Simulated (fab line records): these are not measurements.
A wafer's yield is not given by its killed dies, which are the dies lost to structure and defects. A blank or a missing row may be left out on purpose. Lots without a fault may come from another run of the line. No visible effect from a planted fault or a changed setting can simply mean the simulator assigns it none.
Which tool did it? -- flow gf180mcu -- 24 lots with 72 wafers sampled at 5 steps, on a route of 602 steps

== WHAT THE GAUGES READ, wafer by wafer ==
GF_MVPSD_TW_MEAS_11.
lot,measured,on,MVPSD_TW
L074,day 5 00:45,filmMetro-04,547.3 544.8 546.9
L075,day 5 07:19,filmMetro-01,542.1 547.7 547.4
L076,day 5 12:30,filmMetro-02,547.9 545.6 549.5
L077,day 5 21:56,filmMetro-04,549.0 544.2 549.1
L078,day 5 23:41,filmMetro-02,551.7 547.4 547.3
L079,day 6 07:56,filmMetro-01,549.1 550.7 548.7
L080,day 6 12:56,filmMetro-04,547.5 548.9 547.9
L081,day 6 17:08,filmMetro-01,551.6 551.6 549.5
L082,day 7 02:29,filmMetro-02,549.9 549.6 549.4
L083,day 7 05:35,filmMetro-01,545.4 543.3 542.8
L084,day 7 11:23,filmMetro-02,549.6 552.5 548.3
L085,day 7 18:46,filmMetro-02,547.6 548.3 551.0
L086,day 8 02:07,filmMetro-02,548.8 552.8 552.0
L087,day 8 06:10,filmMetro-01,546.5 542.8 542.7
L088,day 8 11:35,filmMetro-02,552.1 551.6 551.1
L089,day 8 18:25,filmMetro-04,553.1 551.9 549.0
L090,day 9 03:56,filmMetro-04,550.2 544.0 544.9
L091,day 9 07:05,filmMetro-01,548.4 544.4 546.2
L092,day 9 10:21,filmMetro-01,548.1 547.6 548.5
L093,day 9 17:35,filmMetro-02,541.6 544.3 545.1
L094,day 10 03:47,filmMetro-01,547.4 542.8 543.8
L095,day 10 07:02,filmMetro-01,546.9 548.1 546.4
L096,day 10 12:08,filmMetro-04,549.3 549.5 547.0
L097,day 10 18:35,filmMetro-01,547.1 548.3 547.6

GF_VT_IMPLANT_OVL_MEAS_18.
lot,measured,on,VT_IMPLANT_01_OVL (nm)
L074,day 6 06:01,overlay-02,-2.1 -2.6 -1.8
L075,day 6 12:33,overlay-01,0.5 1.2 -0.1
L076,day 6 18:29,overlay-01,-0.5 0.3 -0.6
L077,day 7 03:40,overlay-01,-0.5 -0.2 1.0
L078,day 7 06:13,overlay-01,0.7 -0.2 0.5
L079,day 7 14:44,overlay-02,-4.4 0.9 -0.5
L080,day 7 19:50,overlay-01,0.6 -1.8 -1.8
L081,day 8 00:55,overlay-02,-1.5 -2.7 -1.1
L082,day 8 10:22,overlay-01,0.4 -1.5 1.3
L083,day 8 12:57,overlay-02,0.0 -1.7 -1.6
L084,day 8 20:04,overlay-01,-1.3 -1.3 -0.3
L085,day 9 03:36,overlay-02,-1.8 -1.8 -1.4
L086,day 9 10:40,overlay-01,-3.1 -2.7 -1.3
L087,day 9 14:25,overlay-01,-2.2 -3.1 -1.1
L088,day 9 20:38,overlay-02,-1.3 -1.2 -1.4
L089,day 10 03:28,overlay-01,-0.1 0.1 0.2
L090,day 10 13:54,overlay-01,0.4 -1.9 1.1
L091,day 10 18:38,overlay-02,-1.2 -0.8 -0.3
L092,day 10 21:04,overlay-01,-1.9 -2.3 -2.2
L093,day 11 05:03,overlay-02,0.5 1.9 0.1
L094,day 11 16:46,overlay-02,2.3 0.3 3.1
L095,day 11 19:11,overlay-01,-0.6 -0.7 -0.1
L096,day 12 01:40,overlay-02,1.6 1.2 1.5
L097,day 12 07:31,overlay-02,0.4 -0.1 0.0

GF_VT_IMPLANT_TW_MEAS_43.
lot,measured,on,VT_IMPLANT_4_TW
L074,day 7 13:32,filmMetro-02,686 685 685
L075,day 7 19:50,filmMetro-02,681 689 681
L076,day 8 02:13,filmMetro-01,677 680 677
L077,day 8 12:42,filmMetro-01,677 677 680
L078,day 8 15:07,filmMetro-02,688 689 690
L079,day 8 23:44,filmMetro-03,681 681 684
L080,day 9 05:49,filmMetro-01,681 685 682
L081,day 9 09:08,filmMetro-02,681 681 679
L082,day 9 20:27,filmMetro-01,681 681 685
L083,day 10 00:11,filmMetro-03,683 686 678
L084,day 10 06:19,filmMetro-01,681 684 678
L085,day 10 14:04,filmMetro-01,680 681 682
L086,day 10 23:07,filmMetro-03,675 677 687
L087,day 11 02:29,filmMetro-01,681 682 685
L088,day 11 08:44,filmMetro-02,687 684 686
L089,day 11 16:46,filmMetro-01,677 678 683
L090,day 12 03:48,filmMetro-01,684 681 680
L091,day 12 08:35,filmMetro-03,688 687 683
L092,day 12 11:16,filmMetro-02,684 685 685
L093,day 12 19:06,filmMetro-03,683 684 682
L094,day 13 08:32,filmMetro-01,685 681 682
L095,day 13 10:47,filmMetro-03,677 675 677
L096,day 13 17:46,filmMetro-03,681 680 677
L097,day 13 23:40,filmMetro-03,678 679 678

GF_POLY_GATE_THK_MEAS_01.
lot,measured,on,POLY_GATE_CVD_00_THK (nm)
L074,day 8 13:13,filmMetro-01,200.4 201.4 201.0
L075,day 8 17:33,filmMetro-01,202.7 201.8 202.9
L076,day 9 00:17,filmMetro-03,199.3 197.2 197.9
L077,day 9 11:22,filmMetro-01,199.0 199.5 198.1
L078,day 9 15:34,filmMetro-01,199.3 199.7 197.4
L079,day 9 21:52,filmMetro-01,199.8 201.7 200.1
L080,day 10 05:37,filmMetro-03,198.9 198.8 200.0
L081,day 10 10:03,filmMetro-03,200.9 199.7 199.6
L082,day 10 20:32,filmMetro-03,199.7 200.5 200.0
L083,day 11 01:08,filmMetro-01,201.3 201.0 200.1
L084,day 11 07:23,filmMetro-01,198.7 198.3 198.6
L085,day 11 16:46,filmMetro-04,199.2 199.8 198.9
L086,day 12 02:13,filmMetro-03,200.4 203.0 199.2
L087,day 12 03:08,filmMetro-01,201.0 200.5 198.9
L088,day 12 08:40,filmMetro-04,198.5 199.1 197.5
L089,day 12 20:35,filmMetro-04,194.7 195.1 196.8
L090,day 13 04:31,filmMetro-03,200.0 200.2 199.7
L091,day 13 10:13,filmMetro-03,200.9 199.0 200.4
L092,day 13 13:11,filmMetro-03,202.1 201.4 201.3
L093,day 13 21:11,filmMetro-04,195.1 195.3 197.6
L094,day 14 12:01,filmMetro-04,197.8 197.6 198.0
L095,day 14 13:34,filmMetro-03,201.5 201.2 200.8
L096,day 14 20:52,filmMetro-01,199.0 199.2 198.1
L097,day 15 01:46,filmMetro-03,201.1 199.6 202.7

== WHAT TOOL EACH LOT RAN ON (gives the tool, then ch and the chambers of the sampled wafers, and finally the start) ==
lot,GF_MVPSD_STRIP_10
L074,"plasmaAsher-04 ch 0,1, day 5 00:38"
L075,"plasmaAsher-03 ch 0,1, day 5 07:13"
L076,"plasmaAsher-04 ch 0,1, day 5 12:23"
L077,"plasmaAsher-04 ch 0,1, day 5 21:50"
L078,"plasmaAsher-04 ch 0,1, day 5 23:35"
L079,"plasmaAsher-04 ch 0,1, day 6 07:50"
L080,"plasmaAsher-02 ch 0,1, day 6 12:50"
L081,"plasmaAsher-04 ch 0, day 6 17:02"
L082,"plasmaAsher-03 ch 0,1, day 7 02:24"
L083,"plasmaAsher-04 ch 0,1, day 7 05:29"
L084,"plasmaAsher-03 ch 1, day 7 11:17"
L085,"plasmaAsher-03 ch 0,1, day 7 18:40"
L086,"plasmaAsher-03 ch 0,1, day 8 02:00"
L087,"plasmaAsher-04 ch 0,1, day 8 06:04"
L088,"plasmaAsher-03 ch 0,1, day 8 11:29"
L089,"plasmaAsher-03 ch 0,1, day 8 18:19"
L090,"plasmaAsher-04 ch 0,1, day 9 03:50"
L091,"plasmaAsher-04 ch 0,1, day 9 06:59"
L092,"plasmaAsher-03 ch 0,1, day 9 10:16"
L093,"plasmaAsher-02 ch 0,1, day 9 17:29"
L094,"plasmaAsher-04 ch 0,1, day 10 03:41"
L095,"plasmaAsher-04 ch 0,1, day 10 06:56"
L096,"plasmaAsher-03 ch 0,1, day 10 11:59"
L097,"plasmaAsher-04 ch 0,1, day 10 18:29"
- GF_MVPSD_STRIP_10: strips in O2/N2.

== WHAT THE TOOLS THEMSELVES READ (means of the sampled wafers that have a number; where no wafer has one, the mark that the record gives instead) ==
GF_MVPSD_STRIP_10.
lot,tool,drypumpMotorCurrentA (A),heaterPowerW (W),oesProductAu (a.u.),stripTimeToEndpointS (s)
L074,plasmaAsher-04,5.2,341,0.719,37.06
L075,plasmaAsher-03,5.3,314,0.725,36.94
L076,plasmaAsher-04,5.7,351,0.730,36.98
L077,plasmaAsher-04,5.2,349,0.718,37.12
L078,plasmaAsher-04,5.6,347,0.726,37.15
L079,plasmaAsher-04,5.6,347,0.725,37.13
L080,plasmaAsher-02,6.2,299,0.723,37.14
L081,plasmaAsher-04,4.9,351,0.720,37.00
L082,plasmaAsher-03,5.3,315,0.725,36.94
L083,plasmaAsher-04,5.3,350,0.725,37.01
L084,plasmaAsher-03,5.4,311,0.725,36.89
L085,plasmaAsher-03,5.3,314,0.726,37.01
L086,plasmaAsher-03,5.3,311,0.728,36.91
L087,plasmaAsher-04,5.3,349,0.721,37.19
L088,plasmaAsher-03,5.3,313,0.719,37.05
L089,plasmaAsher-03,5.3,312,0.722,37.06
L090,plasmaAsher-04,5.6,348,0.719,37.09
L091,plasmaAsher-04,5.3,349,0.723,37.10
L092,plasmaAsher-03,5.3,309,0.722,37.00
L093,plasmaAsher-02,6.2,295,0.726,36.89
L094,plasmaAsher-04,5.2,351,0.721,36.96
L095,plasmaAsher-04,5.2,350,0.718,37.17
L096,plasmaAsher-03,5.3,317,0.725,37.01
L097,plasmaAsher-04,5.3,349,0.720,36.98

== THE ANSWER, worked out from the rows above alone ==
Rule: what is usual is taken from the lots themselves. The widest of any qualifying gaps counts: lots, ordered by their means at a reading, are off when they make up no more than a third of the lots, leave a main group of 4 or more, and stand apart from it by 3 or more times the standard deviation of that group's means. A main group whose means are all the same, to the digits that the tables above print for the reading, isn't used. A lot without any number at a reading at which 4 lots or more have one is off too. Any other lot the step has rows for is counted as sound. First the gauges in route order, then the tools' own readings, where a lot's mean is used as printed above. At the first step where some lot is off, the reading lying furthest off is the one used; lots without a number count as furthest.
No lot is off on any of the readings shown, so nothing can be concluded from this.

== WHAT THE SIMULATOR PUT IN ==
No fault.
